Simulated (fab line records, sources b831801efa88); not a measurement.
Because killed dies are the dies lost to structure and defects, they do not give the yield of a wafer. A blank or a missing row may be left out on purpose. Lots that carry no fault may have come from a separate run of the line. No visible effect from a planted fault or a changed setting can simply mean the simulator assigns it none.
fab line records    flow sky130
[record] lots = 6  wafers = 18  last_day = 49
route steps=708 shown VIA3@575 PAD_OPEN@708
lots untouched by any fault: they come from a run of this same line in which no faults occurred
start_h: start of the lot's first displayed wafer, in hours after the record's first day    wait_h: hours elapsed since this lot's preceding step    " repeats the value in the row above    L1.1+2: one row covering several wafers at once    - no value present, or no start provided    * or withheld: withheld    < > ~ a bound
route shown NAME@n: names a module that has steps shown in the file, with the first one's number in the route    usual: mean/standard deviation of fault-free wafers    same: alike in all rows    chamber/n: place in a boat    sites: readings site by site    _std_site: their standard deviation    _edge_site: mean of outer sites minus mean of inner sites    radius_mm: for every site, how far away it sits from the centre of the wafer    mask NAME#n: copy n    behind: the last tool/chamber to shape the wafer    hold: the reason the lot was held/the length of the hold in hours/how it ended    device: transistor that didn't switch, given as n, p or np    end of line: the tests these same wafers got at the end of their route    a step without rows: its recipe alone    killed: dies that structure and defects cost at the first sort, which is not the same as the wafer's yield    map: a wafer's dies, x killed, . not, _ none there
set.NAME: the setting the step ran with; set.NAME@STEP: the setting that earlier step ran with    model.NAME: the simulator's own value behind a step, which no gauge read
a table for each step, a row for each wafer; lots at some steps of the route
services: the hour from which a tool's chamber was out of use, counted from the record's first day as start_h (under 0 if before that day), plus the number of hours and why
[[steps]]
[step SKY_VIA3_CMP_02]
[recipe] material = SiO2  down_force_psi = 4  platen_rpm = 60  pad_velocity_m_s = 0.94248
[usual] motor_current_A = 12.3/1  retaining_ring_pressure_frac = 1.000/0.0049
lot.wafer  tool    chamber  start_h  wait_h  motor_current_A  retaining_ring_pressure_frac
L865.2     cmp-02  2        916.35   0.0     13.2             0.988
L865.3     "       3        "        "       11.7             0.995
L865.1     "       0        "        "       10.0             1.007
L870.4     cmp-01  3        954.68   0.1     12.0             1.002
L870.2     "       0        "        "       12.0             0.992
L870.5     "       1        "        "       12.4             1.000
L873.4     cmp-01  3        970.55   0.0     12.4             1.004
L873.6     "       3        "        "       12.4             0.995
L873.5     "       0        "        "       12.1             0.993
L875.4     cmp-02  3        985.83   0.0     12.6             0.997
L875.3     "       0        "        "       10.5             0.998
L875.6     "       3        "        "       12.7             1.001
L883.2     cmp-01  1        1032.83  0.1     12.3             0.995
L883.3     "       2        "        "       11.7             1.009
L883.5     "       3        "        "       12.0             1.001
L882.2     cmp-01  3        1034.40  0.1     12.2             1.001
L882.3     "       1        "        "       13.1             0.995
L882.6     "       3        "        "       12.1             1.001
[step SKY_VIA3_BOW_MEAS_03]
[recipe] mode = bow
[usual] VIA3_BOW = 80/7.8
lot.wafer  tool           chamber  start_h  wait_h  VIA3_BOW[um]
L865.1     film_metro-03  -        916.65   0.1     78
L865.2     "              -        "        "       83
L865.3     "              -        "        "       86
L870.2     film_metro-03  -        954.90   0.1     97
L870.4     "              -        "        "       82
L870.5     "              -        "        "       80
L873.4     film_metro-03  -        970.91   0.3     89
L873.5     "              -        "        "       95
L873.6     "              -        "        "       86
L875.3     film_metro-03  -        986.17   0.2     81
L875.4     "              -        "        "       80
L875.6     "              -        "        "       79
L883.2     film_metro-01  -        1033.05  0.2     72
L883.3     "              -        "        "       70
L883.5     "              -        "        "       77
L882.2     film_metro-02  -        1034.72  0.3     78
L882.3     "              -        "        "       77
L882.6     "              -        "        "       83
[step SKY_VIA3_DEHYDRATE_04]
[recipe] temp_c = 200  time_s = 60
[step SKY_VIA3_HMDS_05]
[recipe] prime_time_s = 60  prime_temp_c = 120
[step SKY_VIA3_COAT_06]
[recipe] resist = BARC  temp_c = withheld  time_s = withheld  spin_rpm = 3000  resist_thk_nm = 60
[step SKY_VIA3_COAT_07]
[recipe] resist = KrF-thick  spin_rpm = 3000  resist_thk_nm = 450
[step SKY_VIA3_SOFTBAKE_08]
[recipe] temp_c = 100  time_s = 90  resist = KrF-thick
[step SKY_VIA3_EXPOSE_09]
[recipe] mask_id = VIM3  na = 0.8  source_shape = annular  sigma_inner = 0.55  sigma_outer = 0.85  target_cd_nm = 200  dose_mj = 38
[step SKY_VIA3_PEB_10]
[recipe] peb_temp_c = withheld  peb_time_s = withheld  resist = KrF-thick
[step SKY_VIA3_DEVELOP_11]
[recipe] develop_time_s = 60  resist = KrF-thick  dev_temp_c = 21
[step SKY_VIA3_CD_MEAS_12]
[recipe] target_cd_nm = 200
[usual] cd_nm = 199.6/1.6
lot.wafer  tool       chamber  start_h  wait_h  cd_nm
L865.1     cd_sem-01  -        941.37   -       202.4
L865.2     "          -        "        "       200.0
L865.3     "          -        "        "       200.4
L870.2     cd_sem-02  -        978.94   -       199.5
L870.4     "          -        "        "       199.5
L870.5     "          -        "        "       199.1
L873.4     cd_sem-01  -        995.23   -       201.3
L873.5     "          -        "        "       200.1
L873.6     "          -        "        "       201.6
L875.3     cd_sem-02  -        1009.41  -       201.4
L875.4     "          -        "        "       198.9
L875.6     "          -        "        "       199.8
L883.2     cd_sem-02  -        1054.74  -       201.9
L883.3     "          -        "        "       200.7
L883.5     "          -        "        "       200.7
L882.2     cd_sem-01  -        1056.59  -       200.2
L882.3     "          -        "        "       199.3
L882.6     "          -        "        "       200.3
[step SKY_VIA3_OVL_MEAS_13]
[usual] VIA3_OVL = -1/6.8
lot.wafer  tool        chamber  start_h  wait_h  VIA3_OVL[nm]
L865.1     overlay-02  -        941.49   0.1     1
L865.2     "           -        "        "       2
L865.3     "           -        "        "       -7
L870.2     overlay-01  -        979.05   0.1     -16
L870.4     "           -        "        "       -7
L870.5     "           -        "        "       -17
L873.4     overlay-02  -        995.31   0.1     -1
L873.5     "           -        "        "       -8
L873.6     "           -        "        "       -4
L875.3     overlay-02  -        1009.50  0.1     12
L875.4     "           -        "        "       3
L875.6     "           -        "        "       3
L883.2     overlay-01  -        1054.85  0.1     7
L883.3     "           -        "        "       5
L883.5     "           -        "        "       2
L882.2     overlay-01  -        1056.70  0.1     -14
L882.3     "           -        "        "       -9
L882.6     "           -        "        "       -8
[step SKY_VIA3_ETCH_14]
[recipe] chemistry = N2/H2  target = BARC  ion_energy_ev = 200  source_w = 500  bias_w = 100  pressure_mtorr = 30  n2_flow_sccm = 100  h2_flow_sccm = 200  stop_on = SiO2  time_s = 45.9  target_depth_a = 600
[usual] bias_w = 100.0/0.33  drypump_motor_current_A = 5.7/0.48  n2_flow_sccm = 100.0/0.31  oes_product_au = 0.855/0.005  throttle_valve_pct = 13.225/0.0082
lot.wafer  tool         chamber  start_h  wait_h  bias_w  drypump_motor_current_A  n2_flow_sccm  oes_product_au  rf_hours_counter_h  throttle_valve_pct  model.KrF-thick_of_VIA3_COAT_07.thk_nm
L865.1     rie_diel-01  0        941.52   0.0     99.9    5.8                      99.7          0.842           13                  13.214              390.8
L865.2     "            3        "        "       100.2   5.0                      100.4         0.858           23                  13.227              391.2
L865.3     "            1        "        "       100.2   5.2                      99.5          0.857           16                  13.219              391.3
L870.2     rie_diel-01  2        979.08   0.0     100.4   5.3                      100.2         0.847           13                  13.213              394.8
L870.4     "            2        "        "       100.2   5.3                      100.2         0.851           -                   13.230              396
L870.5     "            3        "        "       100.4   5.1                      100.1         0.859           -                   13.224              396.5
L873.4     rie_diel-01  1        995.33   0.0     83.8    5.2                      100.0         0.848           17                  13.232              393.8
L873.5     "            1        "        "       84.0    5.2                      99.7          0.846           -                   13.213              393.8
L873.6     "            2        "        "       83.9    5.3                      100.2         0.850           -                   13.233              393.1
L875.3     rie_diel-01  0        1009.52  0.0     83.3    5.8                      99.9          0.859           16                  13.234              397
L875.4     "            1        "        "       84.1    5.2                      100.3         0.853           18                  13.227              395.6
L875.6     "            2        "        "       84.0    5.3                      100.1         0.850           -                   13.209              395.4
L883.2     rie_diel-02  2        1054.88  0.0     99.7    5.9                      100.0         0.845           9                   13.229              393.8
L883.3     "            1        "        "       99.7    6.6                      100.0         0.856           14                  13.225              395.2
L883.5     "            1        "        "       100.0   6.6                      99.8          0.854           -                   13.232              394.6
L882.2     rie_diel-04  0        1056.73  0.0     99.8    5.8                      99.3          0.856           21                  13.230              392.8
L882.3     "            1        "        "       99.8    5.1                      99.8          0.851           24                  13.231              392.5
L882.6     "            3        "        "       99.4    5.8                      99.8          0.848           -                   13.223              394
[step SKY_VIA3_ETCH_15]
[recipe] target = SiO2  chemistry = C4F8/O2/Ar  target_depth_nm = 507  stop_on = TiN  mask_material = KrF-thick  source_w = 1500  bias_w = 1200  pressure_mtorr = 40  c4f8_flow_sccm = withheld  O2_flow_sccm = 6  Ar_flow_sccm = 300  time_s = 78
[usual] bias_w = 1200/3.5  oes_product_au = 0.946/0.0045
lot.wafer  tool         chamber  start_h  wait_h  bias_w  oes_product_au  rf_hours_counter_h
L865.1     rie_diel-01  0        941.57   0.0     1200    0.953           13
L865.2     "            3        "        "       1204    0.950           23
L865.3     "            1        "        "       1199    0.947           16
L870.2     rie_diel-01  2        979.12   0.0     1201    0.951           13
L870.4     "            2        "        "       1202    0.950           -
L870.5     "            3        "        "       1197    0.941           -
L873.4     rie_diel-01  1        995.37   0.0     1201    0.942           17
L873.5     "            1        "        "       1202    0.938           -
L873.6     "            2        "        "       1204    0.940           -
L875.3     rie_diel-01  0        1009.57  0.0     1203    0.952           16
L875.4     "            1        "        "       1205    0.944           18
L875.6     "            2        "        "       1200    0.938           -
L883.2     rie_diel-02  2        1054.92  0.0     1194    0.947           9
L883.3     "            1        "        "       1197    0.945           14
L883.5     "            1        "        "       1200    0.944           -
L882.2     rie_diel-04  0        1056.77  0.0     1201    0.946           21
L882.3     "            1        "        "       1200    0.950           24
L882.6     "            3        "        "       1196    0.947           -
[step SKY_PAD_OPEN_PROBE_99]
[usual] defect_limited_yield = 82.5/2  killed_at_M0_to_M3 = 44/7  killed_at_M4_up = 3.4/1.7  killed_at_contacts = 24/4.9  killed_at_front_end = 15/4.5  killed_at_other = 0.4/0.61  killed_dies = 86/9.7  killed_open = 47/7.1  killed_short = 39/6.1  sort_bin_3_pad_short = 0.9/0.42  sort_bin_5_function = 10.4/1.4  sort_bin_6_memory = 6.2/1.2  sort_n_pass = 406/9.7  sort_yield_pct = 82.5/2
[same] gross_dies = 492  killed_at_back_side = 0  sort_bin_4_leakage[%] = 0  sort_bin_8_speed[%] = 0
lot.wafer  tool       chamber  start_h  wait_h  defect_limited_yield[%]  killed_at_M0_to_M3  killed_at_M4_up  killed_at_contacts  killed_at_front_end  killed_at_other  killed_dies  killed_open  killed_short  sort_bin_3_pad_short[%]  sort_bin_5_function[%]  sort_bin_6_memory[%]  sort_n_pass  sort_yield_pct[%]
L865.1     prober-02  -        1087.46  0.1     82.1                     48                  0                26                  13                   1                88           57           31            0.4                      11.6                    5.9                   404          82.1
L865.2     prober-02  -        1087.51  0.1     81.9                     46                  7                26                  10                   0                89           47           42            0.8                      9.1                     8.1                   403          81.9
L865.3     prober-02  -        1087.56  0.2     81.7                     49                  3                25                  12                   1                90           43           47            1.0                      12.2                    5.1                   402          81.7
L882.2     prober-01  -        1181.53  0.1     79.7                     51                  2                26                  21                   0                100          60           39            0.4                      11.6                    8.3                   392          79.7
L882.3     prober-01  -        1181.58  0.2     81.1                     50                  3                25                  15                   0                93           47           43            1.2                      10.4                    7.3                   399          81.1
L882.6     prober-01  -        1181.73  0.2     83.3                     34                  5                29                  14                   0                82           49           33            0.6                      10.2                    5.9                   410          83.3
// killed by level:class
L865.1 VIA1:geometric_particle:open=15 CONTACT:geometric_particle:open=9 LI_CONTACT:geometric_particle:open=8 CONTACT:geometric_particle:short=5 METAL2:geometric_particle:short=5 VIA2:geometric_particle:open=5 FIELD_ISO:geometric_particle:open=4 FIELD_ISO:geometric_particle:short=4
L865.2 VIA1:geometric_particle:open=8 LI_CONTACT:geometric_particle:open=7 VIA2:geometric_particle:open=7 METAL2:geometric_particle:short=7 VIA1:geometric_particle:short=6 METAL1:geometric_particle:short=6 POLY_GATE:geometric_particle:open=5 CONTACT:geometric_particle:open=5
L865.3 CONTACT:geometric_particle:open=11 METAL1:geometric_particle:short=10 VIA1:geometric_particle:open=7 VIA2:geometric_particle:open=6 METAL2:geometric_particle:short=6 VIA3:geometric_particle:open=6 VIA1:geometric_particle:short=5 LI_CONTACT:geometric_particle:open=4
L882.2 VIA1:geometric_particle:open=20 CONTACT:geometric_particle:open=11 VIA2:geometric_particle:open=9 CONTACT:geometric_particle:short=7 METAL1:geometric_particle:short=5 POLY_GATE:geometric_particle:short=4 POLY_GATE:geometric_particle:open=4 LI_CONTACT:geometric_particle:open=4
L882.3 VIA1:geometric_particle:open=12 CONTACT:geometric_particle:open=8 LOCAL_INTERCONNECT:geometric_particle:short=5 VIA1:geometric_particle:short=5 VIA2:geometric_particle:open=5 VIA3:geometric_particle:short=5 VIA3:geometric_particle:open=5 FIELD_ISO:geometric_particle:open=4
L882.6 CONTACT:geometric_particle:open=14 CONTACT:geometric_particle:short=7 VIA3:geometric_particle:open=6 VIA2:geometric_particle:open=6 VIA1:geometric_particle:open=6 FIELD_ISO:geometric_particle:open=5 METAL1:geometric_particle:short=5 VIA1:geometric_particle:short=4
[[services]]
tool         chamber  start_h  hours  kind
cmp-01       -        892.82   0.4    repair
cmp-01       -        907.14   7.5    pm
cmp-02       -        909.67   0.5    repair
cmp-01       -        914.69   4.0    pm
rie_diel-01  3        918.33   4.6    repair
cmp-01       -        918.69   -      consumable_replace:conditioner
cmp-01       -        918.69   -      consumable_replace:pad
cmp-01       -        931.04   23.4   repair
rie_diel-01  2        940.84   7.3    repair
cmp-01       -        941.94   1.1    repair
rie_diel-01  1        969.33   19.9   repair
rie_diel-02  3        974.01   12.0   repair
rie_diel-02  0        1018.51  -      clean
rie_diel-02  0        1018.51  14.2   scheduled_down
rie_diel-02  0        1018.51  14.2   vent_cycle
rie_diel-01  -        1028.10  4.2    repair
cmp-01       -        1042.19  10.5   pm
rie_diel-01  1        1053.00  20.2   repair
cmp-02       -        1054.84  4.6    pm
rie_diel-01  -        1056.77  2.8    pm
[[key]]
[first_sign] step = SKY_VIA3_ETCH_14  reading = bias_w  direction = down  sigmas = 48  usual = 100.0  struck = 83.8
effect none on later readings
[model_effect] step = SKY_VIA3_ETCH_14  value = KrF-thick_of_VIA3_COAT_07.thk_nm  without = 392.7  struck = 394.8
met_at SKY_VIA3_ETCH_14
struck_wafers L873.4,L873.5,L873.6,L875.3,L875.4,L875.6
onset_between 979.08 995.33
[fault] kind = process_parameter_drift  tool = rie_diel-01  chamber = -  onset_h = 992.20  steps = SKY_VIA3_ETCH_14  channel = bias_w  offset = -15.923  shape = step  end_h = 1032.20  acts_in = these_recipes_only  stated = 100
